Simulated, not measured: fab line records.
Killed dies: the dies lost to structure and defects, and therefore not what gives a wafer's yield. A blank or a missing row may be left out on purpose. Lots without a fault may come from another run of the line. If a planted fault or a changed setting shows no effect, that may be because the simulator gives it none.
Problem report in the 8D (eight disciplines) form, filled by code | flow sky130 | the parts of the form that need people (team, actions taken, sign-off) are left out

1. THE ISSUE
Mean of developer-temp-C at SKY_VIA4_DEVELOP_10: 25.30 C across 6 wafers in 2 lots; on wafers with no fault it is 23.00 C (standard deviation 0.11). That is +21 standard deviations from the usual mean.
The step: develop time 60 s.
Earliest sighting: wafer L758.1 on litho-track-04 at day 48 04:33. At this step, 36 wafers from 12 lots have a number in the record. Rule for "out" (also "out of limits"): further than 4 standard deviations from the usual mean. All remaining wafers that have a number are taken as sound.

2. WHAT THIS IS AND IS NOT
question                    | is                     | is not
which readings at this step | developer-temp-C       | -
which lots                  | L758, L759             | L738, L739, L740, L741, L742, L746, L747, L749, L752, L760
which wafers of those lots  | all that have a number | -
read on which tools         | litho-track-04         | litho-track-02, litho-track-03
when                        | from day 48 04:33      | up to then (27 sound wafers); but 3 sound wafers of L760 came after

3. THE SUSPECTS, EACH WITH WHAT RULES IT OUT
Counting: any tool at a process step up to the reading is kept as a suspect provided that every lot that is out went through it and no sound lot did after the first of them.
- litho-track-04 at SKY_VIA4_DEVELOP_10 (develop time 60 s): kept. It ran every lot that is out, first L758 (day 48 04:33), and no sound lot after that; its last sound lot up to then is L752 (day 46 18:32). Its own readings are out on those wafers: developer-temp-C.
The count leaves litho-track-04 at SKY_VIA4_DEVELOP_10.

4. THE CAUSE (what the simulator had put in)
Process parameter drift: litho-track-04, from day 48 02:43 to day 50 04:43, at SKY_VIA4_DEVELOP_10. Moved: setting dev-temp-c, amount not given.
This tool alone remained once counting was done.

5. SEQUENCE OF EFFECTS, ordered by route
Each row: a reading where the mean over the struck wafers with a number is more than 3 standard deviations away from the usual. Scope: only readings with a usual standard deviation given in the record; hours: median across lots of the time from each lot's start at the first step in this table that gives one to its start at this step; sigmas: change in usual standard deviations.
hours | step                | reading          | usual   | on struck wafers | change | sigmas
0     | SKY_VIA4_DEVELOP_10 | developer-temp-C | 23.00 C | 25.30            | +2.30  | +21
Process steps it contains:
- SKY_VIA4_DEVELOP_10: develop time 60 s.

6. WHAT WOULD HAVE CAUGHT IT SOONER
In this record the first reading out of limits was taken at day 48 04:33, 2 hours after the fault began at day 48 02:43.
